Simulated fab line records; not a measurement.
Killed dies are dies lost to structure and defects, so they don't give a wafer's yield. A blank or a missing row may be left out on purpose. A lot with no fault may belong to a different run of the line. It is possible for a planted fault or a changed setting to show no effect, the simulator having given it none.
fab line records | flow gf180mcu | part 2 of 2: steps 27 to 36 of 36
record lots=5 wafers=15 lastDay=35
route steps=602 shown M1@320 V1@335
lots that met no fault: from a run of the same line without faults
startH: the number of hours between the record's first day and the start of the first shown wafer of the lot | waitH: hours elapsed since this lot's preceding step | " identical to the entry in the row above | L1.1+2: a row that stands for several wafers | - either no value or no given start | * or withheld: withheld | < > ~ a bound
route shown NAME@n: NAME is a module with steps in the file, n the number in the route of the first one | usual: mean/standard deviation taken from wafers without a fault | same: alike in all rows | chamber/n: place in a boat | sites: per-site readings | _std_site: their standard deviation | _edge_site: mean of outer sites minus mean of inner sites | radiusMm: for every site, how far away it sits from the centre of the wafer | mask NAME#n: copy n | behind: tool/chamber where the wafer was last shaped | hold: why the lot went on hold/how many hours it stayed there/how the hold came to an end | device: which transistor (n, p or np) failed to switch | end of line: the same wafers' tests at the end of the route | a step with no rows: only its recipe | killed: not the wafer's yield, but the dies lost to structure and defects at the first sort | map: a wafer's dies, x killed, . not, _ none there
set.NAME: the setting that was run; set.NAME@STEP: the one run at that earlier step | model.NAME: the simulator's own value behind a step, which no gauge read
a table for each step, a row for each wafer; lots at some steps of the route
services: when a tool's chamber went out of use (startH, in hours from the record's first day, below 0 if earlier), for how many hours, and the reason
## steps
# step GF_V1_EXPOSE_11
# recipe maskId=Via1 targetCdNm=260 na=0.68 sourceShape=conventional sigmaOuter=0.6 doseMj=38
# usual exposureDoseMJCm2=37.96/0.046
# columns lot.wafer tool chamber startH waitH mask exposureDoseMJCm2
L077.1 krfScanner-02 0 - - Via1#0 37.93
L077.3 " 0 " " Via1#0 37.94
L077.6 " 0 " " Via1#0 37.94
L081.3 krfScanner-02 0 - - Via1#0 37.93
L081.4 " 0 " " Via1#0 37.96
L081.5 " 0 " " Via1#0 38.02
L083.2 krfScanner-01 0 - - Via1#0 37.98
L083.3 " 0 " " Via1#0 38.02
L083.5 " 0 " " Via1#0 38.06
L084.2 krfScanner-02 0 - - Via1#0 37.98
L084.4 " 0 " " Via1#0 38.00
L084.5 " 0 " " Via1#0 37.94
L097.1 krfScanner-02 0 - - Via1#0 37.92
L097.2 " 0 " " Via1#0 37.93
L097.3 " 0 " " Via1#0 37.93
# step GF_V1_PEB_12
# recipe pebTempC=135 pebTimeS=90 resist=KrF
# usual chillPlateTempC=22.99/0.11
# same pebTimeS=90
# columns lot.wafer tool chamber startH waitH chillPlateTempC
L077.1 lithoTrack-02 0 - - 22.85
L077.3 " 0 " " 22.90
L077.6 " 0 " " 22.81
L081.3 lithoTrack-02 0 - - 23.24
L081.4 " 0 " " 23.08
L081.5 " 0 " " 23.14
L083.2 lithoTrack-01 0 - - 22.91
L083.3 " 0 " " 22.94
L083.5 " 0 " " 23.07
L084.2 lithoTrack-04 0 - - 22.85
L084.4 " 0 " " 22.89
L084.5 " 0 " " 22.91
L097.1 lithoTrack-01 0 - - 22.98
L097.2 " 0 " " 23.01
L097.3 " 0 " " 22.91
# step GF_V1_DEVELOP_13
# recipe developTimeS=60 resist=KrF devTempC=21
# usual chillPlateTempC=23.00/0.094
# columns lot.wafer tool chamber startH waitH chillPlateTempC
L077.1 lithoTrack-02 0 453.91 0.2 22.99
L077.3 " 0 " " 22.95
L077.6 " 0 " " 22.84
L081.3 lithoTrack-02 0 501.26 0.1 22.83
L081.4 " 0 " " 22.73
L081.5 " 0 " " 22.85
L083.2 lithoTrack-01 0 509.02 0.2 23.09
L083.3 " 0 " " 23.12
L083.5 " 0 " " 23.13
L084.2 lithoTrack-04 0 513.87 0.2 23.12
L084.4 " 0 " " 22.97
L084.5 " 0 " " 23.05
L097.1 lithoTrack-01 0 618.74 0.2 22.97
L097.2 " 0 " " 22.93
L097.3 " 0 " " 22.98
# step GF_V1_CD_MEAS_14
# recipe targetCdNm=260
# usual cdNm=260.2/1.1
# columns lot.wafer tool chamber startH waitH cdNm
L077.1 cdSem-02 - 454.06 0.1 258.7
L077.3 " - " " 260.5
L077.6 " - " " 259.9
L081.3 cdSem-02 - 501.40 0.1 259.0
L081.4 " - " " 257.7
L081.5 " - " " 259.3
L083.2 cdSem-02 - 509.16 0.1 260.6
L083.3 " - " " 261.5
L083.5 " - " " 261.6
L084.2 cdSem-02 - 514.02 0.1 259.5
L084.4 " - " " 258.7
L084.5 " - " " 258.9
L097.1 cdSem-02 - 618.89 0.1 260.9
L097.2 " - " " 260.5
L097.3 " - " " 262.5
# step GF_V1_OVL_MEAS_15
# usual V1_OVL=0/4.3
# columns lot.wafer tool chamber startH waitH V1_OVL[nm]
L077.1 overlay-01 - 454.18 0.1 0
L077.3 " - " " -6
L077.6 " - " " -7
L081.3 overlay-02 - 501.49 0.1 -6
L081.4 " - " " 0
L081.5 " - " " -1
L083.2 overlay-02 - 509.27 0.1 -1
L083.3 " - " " 3
L083.5 " - " " -1
L084.2 overlay-02 - 514.13 0.1 9
L084.4 " - " " 2
L084.5 " - " " 10
L097.1 overlay-01 - 619.01 0.1 1
L097.2 " - " " -2
L097.3 " - " " -3
# step GF_V1_ETCH_16
# recipe chemistry=N2/H2 targetDepthA=withheld overetchA=withheld timeS=withheld target=BARC ionEnergyEv=200 sourceW=500 biasW=100 pressureMtorr=30 n2FlowSccm=100 h2FlowSccm=200
# usual drypumpMotorCurrentA=5.7/0.42 oesProductAu=0.856/0.005 throttleValvePct=13.225/0.0083
# columns lot.wafer tool chamber startH waitH drypumpMotorCurrentA oesProductAu throttleValvePct
L077.1 rieDiel-01 0 454.22 0.0 5.4 0.855 13.234
L077.3 " 1 " " 5.3 0.854 13.218
L077.6 " 2 " " 5.5 0.855 13.227
L081.3 rieDiel-01 1 501.52 0.0 5.2 0.857 13.213
L081.4 " 3 " " 5.1 0.846 13.236
L081.5 " 1 " " 5.2 0.855 13.217
L083.2 rieDiel-04 3 509.30 0.0 6.3 0.862 13.222
L083.3 " 1 " " 5.2 0.845 13.220
L083.5 " 1 " " 5.2 0.856 13.218
L084.2 rieDiel-01 1 514.16 0.0 5.3 0.844 13.235
L084.4 " 0 " " 5.4 0.856 13.235
L084.5 " 0 " " 5.4 0.857 13.240
L097.1 rieDiel-01 2 619.05 0.0 5.5 0.862 13.216
L097.2 " 3 " " 5.1 0.857 13.225
L097.3 " 1 " " 5.3 0.861 13.216
# step GF_V1_ETCH_17
# recipe chemistry=C4F8/O2/Ar maskMaterial=KrF target=SiO2 stopOn=TiN sourceW=1500 biasW=1200 pressureMtorr=40 c4f8FlowSccm=withheld O2_flow_sccm=6 Ar_flow_sccm=300 timeS=withheld targetDepthA=6300
# usual oesProductAu=0.856/0.0047
# columns lot.wafer tool chamber startH waitH oesProductAu
L077.1 rieDiel-01 0 - - 0.851
L077.3 " 1 " " 0.857
L077.6 " 2 " " 0.857
L081.3 rieDiel-01 1 - - 0.850
L081.4 " 3 " " 0.858
L081.5 " 1 " " 0.853
L083.2 rieDiel-04 3 - - 0.855
L083.3 " 1 " " 0.862
L083.5 " 1 " " 0.854
L084.2 rieDiel-01 1 - - 0.859
L084.4 " 0 " " 0.856
L084.5 " 0 " " 0.864
L097.1 rieDiel-01 2 - - 0.845
L097.2 " 3 " " 0.854
L097.3 " 1 " " 0.860
# step GF_V1_STRIP_18
# recipe chemistry=O2/N2 powerW=1400 pressureMtorr=1500 platenTempC=250 o2FlowSccm=3000 n2FlowSccm=300 overashFraction=0.5
# usual drypumpMotorCurrentA=5.83/0.29 heaterPowerW=346/21 oesProductAu=0.592/0.0054
# columns lot.wafer tool chamber startH waitH drypumpMotorCurrentA heaterPowerW oesProductAu rfHoursCounterH
L077.1 plasmaAsher-02 1 454.35 - 5.77 342 0.597 34
L077.3 " 1 " " 5.79 346 0.595 -
L077.6 " 0 " " 5.73 342 0.597 -
L081.3 plasmaAsher-04 0 501.68 - 6.01 346 0.603 -
L081.4 " 1 " " 5.82 384 0.592 -
L081.5 " 0 " " 6.00 347 0.594 -
L083.2 plasmaAsher-02 1 509.43 - 5.75 339 0.592 40
L083.3 " 0 " " 5.74 333 0.584 -
L083.5 " 1 " " 5.74 339 0.581 -
L084.2 plasmaAsher-04 1 514.28 - 5.85 387 0.593 72
L084.4 " 1 " " 5.80 380 0.590 -
L084.5 " 0 " " 6.00 344 0.596 -
L097.1 plasmaAsher-02 0 619.18 - 5.73 336 0.597 50
L097.2 " 1 " " 5.76 352 0.591 50
L097.3 " 0 " " 5.73 328 0.589 -
# step GF_V1_STRIP_19
# recipe chemistry=postEtchResidueRemover timeS=1200 tempC=72.5
# columns lot.wafer tool chamber startH waitH
L077.1+3+6 wetBench-04 0 454.45 0.1
L081.3+4+5 wetBench-01 0 501.75 0.0
L083.2+3+5 wetBench-04 1 509.53 0.1
L084.2+4+5 wetBench-01 0 514.38 0.1
L097.1+2+3 wetBench-01 1 619.28 0.1
# step GF_V1_CLEAN_20
# recipe chemistry=DIW dry=n2Spin
# columns lot.wafer tool chamber startH waitH
L077.1+3+6 wetBench-04 1 454.82 0.0
L081.3+4+5 wetBench-04 2 502.09 0.0
L083.2+3+5 wetBench-03 0 509.87 0.0
L084.2+4+5 wetBench-04 3 514.73 0.0
L097.1+2+3 wetBench-04 1 619.62 0.0
## services
# columns tool chamber startH hours kind
plasmaAsher-02 - 392.15 1.0 repair
krfScanner-02 - 407.23 1.3 pm
cmp-02 - 415.87 5.8 pm
rieDiel-01 - 427.41 0.6 repair
rieDiel-01 0 427.50 15.8 repair
krfScanner-02 - 442.70 3.6 pm
plasmaAsher-04 - 454.10 2.2 repair
krfScanner-01 - 462.36 1.0 pm
krfScanner-02 - 483.91 1.0 pm
wetBench-04 - 487.53 1.2 repair
wetBench-01 - 496.84 4.4 pm
krfScanner-01 - 517.76 1.3 pm
krfScanner-02 - 525.55 0.8 pm
rieDiel-01 - 540.38 0.5 repair
krfScanner-01 - 544.26 0.8 pm
krfScanner-01 - 552.61 1.0 repair
hdpcvd-01 - 554.25 5.5 pm
plasmaAsher-02 - 565.63 14.6 pm
cmp-02 - 572.17 4.0 pm
wetBench-02 - 581.17 5.3 repair
krfScanner-02 - 583.13 1.3 pm
krfScanner-01 - 601.14 1.0 repair
wetBench-02 - 609.70 0.5 repair
rieDiel-01 0 616.84 3.6 repair
